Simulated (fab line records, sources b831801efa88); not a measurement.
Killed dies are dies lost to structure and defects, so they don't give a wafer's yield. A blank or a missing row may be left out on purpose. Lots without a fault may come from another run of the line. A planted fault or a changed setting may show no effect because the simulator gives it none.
Which tool did it? | flow sky130 | 24 lots, 72 wafers sampled, at 4 steps of a route of 708

WHAT THE GAUGES READ, wafer by wafer
SKY_LOCAL_INTERCONNECT_OVL_MEAS_12.
lot  | measured     | on         | LOCAL_INTERCONNECT_OVL (nm)
L074 | day 30 10:02 | overlay-01 | -5 -10 -4
L075 | day 30 22:55 | overlay-01 | -7 -5 -5
L076 | day 30 22:44 | overlay-02 | 5 -8 -4
L077 | day 31 06:22 | overlay-01 | 3 -1 5
L078 | day 31 23:44 | overlay-01 | -9 -7 -7
L079 | day 32 01:03 | overlay-02 | -5 -1 1
L080 | day 32 05:25 | overlay-02 | -9 -5 -9
L081 | day 32 09:30 | overlay-02 | -7 3 2
L082 | day 33 03:08 | overlay-01 | -14 -5 -6
L083 | day 33 09:34 | overlay-01 | -5 -6 -6
L084 | day 33 14:29 | overlay-01 | -11 -9 -13
L085 | day 33 22:55 | overlay-01 | 3 8 8
L086 | day 34 09:17 | overlay-01 | -8 -3 -7
L087 | day 34 15:28 | overlay-02 | -5 -4 -4
L088 | day 35 01:24 | overlay-01 | -5 -4 1
L089 | day 35 23:32 | overlay-02 | -14 1 -6
L090 | day 36 03:22 | overlay-01 | -1 -10 -3
L092 | day 36 09:32 | overlay-02 | 7 2 4
L091 | day 37 01:35 | overlay-02 | 7 7 1
L093 | day 37 02:53 | overlay-01 | -1 -1 -1
L094 | day 37 02:52 | overlay-02 | 6 5 5
L096 | day 37 08:44 | overlay-01 | 4 9 5
L095 | day 37 09:30 | overlay-02 | -7 -7 -1
L097 | day 37 14:52 | overlay-01 | -6 -2 -1

SKY_CONTACT_CD_MEAS_14: target cd 170 nm.
lot  | measured     | on        | cd_nm (nm)
L074 | day 31 20:47 | cd_sem-01 | 170.2 171.5 171.1
L075 | day 32 04:17 | cd_sem-02 | 169.7 170.2 168.8
L076 | day 32 03:28 | cd_sem-01 | 169.1 167.8 169.6
L077 | day 32 10:08 | cd_sem-02 | 168.8 169.2 171.0
L078 | day 33 04:05 | cd_sem-02 | 173.0 173.9 172.7
L079 | day 33 05:29 | cd_sem-02 | 170.1 168.7 171.6
L080 | day 33 09:41 | cd_sem-01 | 170.5 169.3 169.6
L081 | day 33 13:15 | cd_sem-02 | 168.6 169.6 170.8
L082 | day 34 06:44 | cd_sem-02 | 171.8 172.0 172.1
L083 | day 34 12:50 | cd_sem-02 | 168.9 169.3 169.5
L084 | day 34 17:47 | cd_sem-02 | 169.7 171.2 170.9
L085 | day 35 02:20 | cd_sem-01 | 171.7 171.1 171.9
L086 | day 35 13:41 | cd_sem-01 | 167.6 165.0 165.0
L087 | day 35 19:08 | cd_sem-02 | 170.8 172.4 171.6
L088 | day 36 05:07 | cd_sem-01 | 171.8 170.9 171.5
L089 | day 37 03:07 | cd_sem-01 | 168.7 168.3 167.9
L090 | day 37 06:52 | cd_sem-02 | 170.5 169.7 170.2
L092 | day 37 13:08 | cd_sem-01 | 172.1 171.2 170.7
L091 | day 38 05:07 | cd_sem-01 | 170.3 169.5 170.4
L093 | day 38 06:16 | cd_sem-02 | 169.1 169.1 169.0
L094 | day 38 05:56 | cd_sem-02 | 170.6 169.5 170.4
L096 | day 38 11:56 | cd_sem-01 | 169.8 170.6 169.1
L095 | day 38 12:25 | cd_sem-02 | 169.1 169.9 170.4
L097 | day 38 17:38 | cd_sem-01 | 168.3 169.0 168.2

WHICH TOOL RAN EACH LOT (tool, then ch and the chambers of the sampled wafers, then the start)
lot  | SKY_DNWELL_STRIP_08                 | SKY_LI_CONTACT_CVD_21
L074 | plasma_asher-03 ch 0,1, day 3 03:44 | cvd_w-01 ch 0,1, day 29 04:52
L075 | plasma_asher-03 ch 0,1, day 3 11:53 | cvd_w-01 ch 0,1, day 29 18:25
L076 | plasma_asher-03 ch 0,1, day 3 15:32 | cvd_w-02 ch 0,1, day 29 18:13
L077 | plasma_asher-03 ch 0,1, day 3 19:01 | cvd_w-02 ch 0,1, day 30 04:05
L078 | plasma_asher-04 ch 0,1, day 4 03:05 | cvd_w-01 ch 0,1, day 30 16:19
L079 | plasma_asher-02 ch 0,1, day 4 08:43 | cvd_w-01 ch 0,1, day 30 20:19
L080 | plasma_asher-04 ch 1, day 4 10:16   | cvd_w-02 ch 0,1, day 31 00:26
L081 | plasma_asher-02 ch 0,1, day 4 18:02 | cvd_w-01 ch 0,1, day 31 05:46
L082 | plasma_asher-04 ch 0,1, day 4 21:40 | cvd_w-01 ch 0,1, day 31 23:17
L083 | plasma_asher-02 ch 0,1, day 5 03:35 | cvd_w-02 ch 0,1, day 32 06:01
L084 | plasma_asher-03 ch 0,1, day 5 10:01 | cvd_w-02 ch 0,1, day 32 11:30
L085 | plasma_asher-04 ch 0,1, day 5 15:26 | cvd_w-02 ch 0,1, day 32 19:51
L086 | plasma_asher-02 ch 0,1, day 6 01:02 | cvd_w-01 ch 0,1, day 33 06:16
L087 | plasma_asher-03 ch 0,1, day 6 01:32 | cvd_w-02 ch 0,1, day 33 12:14
L088 | plasma_asher-03 ch 0,1, day 6 08:41 | cvd_w-02 ch 0,1, day 33 22:38
L089 | plasma_asher-03 ch 0, day 7 02:11   | cvd_w-02 ch 0,1, day 34 20:56
L090 | plasma_asher-04 ch 0,1, day 7 07:07 | cvd_w-01 ch 0,1, day 34 23:59
L092 | plasma_asher-03 ch 0,1, day 7 11:49 | cvd_w-01 ch 1, day 35 06:23
L091 | plasma_asher-04 ch 1, day 7 12:02   | cvd_w-02 ch 1, day 35 22:39
L093 | plasma_asher-03 ch 0,1, day 7 14:41 | cvd_w-01 ch 1, day 35 23:48
L094 | plasma_asher-03 ch 0,1, day 7 22:07 | cvd_w-02 ch 0,1, day 35 23:34
L096 | plasma_asher-02 ch 0,1, day 8 05:13 | cvd_w-01 ch 0,1, day 36 06:14
L095 | plasma_asher-04 ch 0, day 8 05:40   | cvd_w-02 ch 0,1, day 36 06:53
L097 | plasma_asher-04 ch 0,1, day 8 10:32 | cvd_w-01 ch 0, day 36 12:36
- SKY_DNWELL_STRIP_08: strips in O2/N2.
- SKY_LI_CONTACT_CVD_21: deposits W, target thk 400 nm, time 120.56 s.

WHAT THE TOOLS THEMSELVES READ (means of the sampled wafers that have a number; where no wafer has one, the mark that the record gives instead)
SKY_DNWELL_STRIP_08.
lot  | tool            | drypump_motor_current_A (A) | oes_product_au (a.u.) | strip_time_to_endpoint_s (s)
L074 | plasma_asher-03 | 5.6                         | 0.722                 | 36.98
L075 | plasma_asher-03 | 5.6                         | 0.724                 | 36.98
L076 | plasma_asher-03 | 5.9                         | 0.723                 | 37.02
L077 | plasma_asher-03 | 5.7                         | 0.723                 | 36.91
L078 | plasma_asher-04 | 5.6                         | 0.724                 | 37.03
L079 | plasma_asher-02 | 6.0                         | 0.723                 | 36.94
L080 | plasma_asher-04 | 5.4                         | 0.722                 | 37.05
L081 | plasma_asher-02 | 5.8                         | 0.725                 | 36.97
L082 | plasma_asher-04 | 5.8                         | 0.729                 | 36.85
L083 | plasma_asher-02 | 6.0                         | 0.724                 | 36.98
L084 | plasma_asher-03 | 5.6                         | 0.720                 | 36.91
L085 | plasma_asher-04 | 5.6                         | 0.724                 | 36.97
L086 | plasma_asher-02 | 5.8                         | 0.725                 | 36.85
L087 | plasma_asher-03 | 5.9                         | 0.724                 | 36.87
L088 | plasma_asher-03 | 5.6                         | 0.720                 | 37.02
L089 | plasma_asher-03 | 6.2                         | 0.724                 | 37.00
L090 | plasma_asher-04 | 5.6                         | 0.715                 | 36.90
L092 | plasma_asher-03 | 5.7                         | 0.723                 | 37.05
L091 | plasma_asher-04 | 5.4                         | 0.725                 | 36.86
L093 | plasma_asher-03 | 5.6                         | 0.724                 | 36.89
L094 | plasma_asher-03 | 5.7                         | 0.724                 | 37.06
L096 | plasma_asher-02 | 6.0                         | 0.721                 | 36.91
L095 | plasma_asher-04 | 6.0                         | 0.721                 | 36.79
L097 | plasma_asher-04 | 5.6                         | 0.724                 | 36.84

SKY_LI_CONTACT_CVD_21.
lot  | tool     | heater_power_w (W)
L074 | cvd_w-01 | 999
L075 | cvd_w-01 | 1019
L076 | cvd_w-02 | 868
L077 | cvd_w-02 | 836
L078 | cvd_w-01 | 1026
L079 | cvd_w-01 | 998
L080 | cvd_w-02 | 891
L081 | cvd_w-01 | 998
L082 | cvd_w-01 | 1029
L083 | cvd_w-02 | 888
L084 | cvd_w-02 | 875
L085 | cvd_w-02 | 845
L086 | cvd_w-01 | 1018
L087 | cvd_w-02 | 875
L088 | cvd_w-02 | 893
L089 | cvd_w-02 | 841
L090 | cvd_w-01 | 1000
L092 | cvd_w-01 | 1071
L091 | cvd_w-02 | 926
L093 | cvd_w-01 | 1061
L094 | cvd_w-02 | 849
L096 | cvd_w-01 | 1051
L095 | cvd_w-02 | 849
L097 | cvd_w-01 | 991

THE ANSWER, worked out from the rows above alone
Rule: what is usual is taken from the lots themselves. Put in order of their means at a reading, lots are off if they are a third of the lots or fewer, leave a main group of 4 or more, and stand apart from it by a gap of 3 or more times the standard deviation of the main group's means; of several such gaps the widest counts. A main group whose means are all the same, to the digits that the tables above print for the reading, isn't used. A lot without any number at a reading at which 4 lots or more have one is off too. The other lots that the step has rows for count as sound. The gauges are gone through in route order, then the tools' own readings, and for those a lot's mean is taken as printed above. The first step at which some lot is off is used, and at that step the reading that is off furthest; a lot without a number counts as furthest.
No lot is off at any reading shown: from this, nothing can be told.

WHAT THE SIMULATOR HAD PUT IN
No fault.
